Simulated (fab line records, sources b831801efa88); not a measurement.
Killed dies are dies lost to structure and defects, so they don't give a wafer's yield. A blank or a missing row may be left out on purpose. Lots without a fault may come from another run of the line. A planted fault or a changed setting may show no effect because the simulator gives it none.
A struck lot beside a sound one | flow sky130 | 14 steps out of a route of 708
Sound: wafers L242.1, L242.2, L242.3. Struck: wafers L255.2, L255.4. The cause comes at the end.
At each step with rows: each side's tool, then ch and its chambers, then its first start. Under that, the readings that differ: sound wafers | struck wafers | difference of the means | sigmas: that difference in standard deviations of wafers without a fault.
alike: readings whose means differ by less than 2 such deviations, and words and numbers that are the same on both sides. not compared: withheld readings, readings that some wafer has no value for, bounds like >300 that may hide the same value, and numbers for which the record gives no deviation and whose values overlap.
The two part at a step that has a row with sigmas, a row that says differs or no value, or rows on one side only. Numbers that don't overlap but have no deviation are shown without sigmas and don't part them. A reading that every wafer of one side lacks parts them only if that side has two wafers or more.

SKY_CONTACT_CMP_04: polishes SiO2.
  sound on cmp-01 ch 0,1,3, day 31 09:40; struck on cmp-02 ch 0,1, day 36 02:22
  alike: motor_current_A, time_to_endpoint_s
SKY_CONTACT_BOW_MEAS_05:
  sound on film_metro-03, day 31 09:58; struck on film_metro-03, day 36 02:38
  alike: CONTACT_BOW
then, 8 steps without rows for these wafers: SKY_CONTACT_DEHYDRATE_06 (time 60 s); SKY_CONTACT_HMDS_07 (prime time 60 s); SKY_CONTACT_COAT_08 (resist thk 60 nm); SKY_CONTACT_COAT_09 (resist thk 450 nm); SKY_CONTACT_SOFTBAKE_10 (time 90 s); SKY_CONTACT_EXPOSE_11 (exposes mask CTM1, target cd 170 nm); SKY_CONTACT_PEB_12; SKY_CONTACT_DEVELOP_13 (develop time 60 s).
SKY_CONTACT_CD_MEAS_14: target cd 170 nm.
  sound on cd_sem-02, day 32 12:35; struck on cd_sem-02, day 37 06:56
  alike: cd_nm
SKY_CONTACT_OVL_MEAS_15:
  sound on overlay-02, day 32 12:42; struck on overlay-01, day 37 07:03
  alike: CONTACT_OVL
SKY_CONTACT_ETCH_16: etches BARC in N2/H2, stops on SiO2, time 45.9 s, target depth 60 nm.
  sound on rie_diel-02 ch 0,1,3, day 32 12:44; struck on rie_diel-04 ch 0,2, day 37 07:05
  alike: chamber_pressure_mTorr, drypump_motor_current_A, h2_flow_sccm, n2_flow_sccm, oes_product_au, throttle_valve_pct
  not compared: rf_hours_counter_h, model.KrF-thick_of_CONTACT_COAT_09.thk_nm
SKY_CONTACT_ETCH_17: etches SiO2 in C4F8/O2/Ar, stops on Si3N4, target depth 340 nm.
  sound on rie_diel-02 ch 0,1,3, day 32 12:47; struck on rie_diel-04 ch 0,2, day 37 07:07
  alike: chamber_pressure_mTorr, oes_product_au

WHERE THEY PART
Nowhere in this record.

WHY: what the simulator had put in
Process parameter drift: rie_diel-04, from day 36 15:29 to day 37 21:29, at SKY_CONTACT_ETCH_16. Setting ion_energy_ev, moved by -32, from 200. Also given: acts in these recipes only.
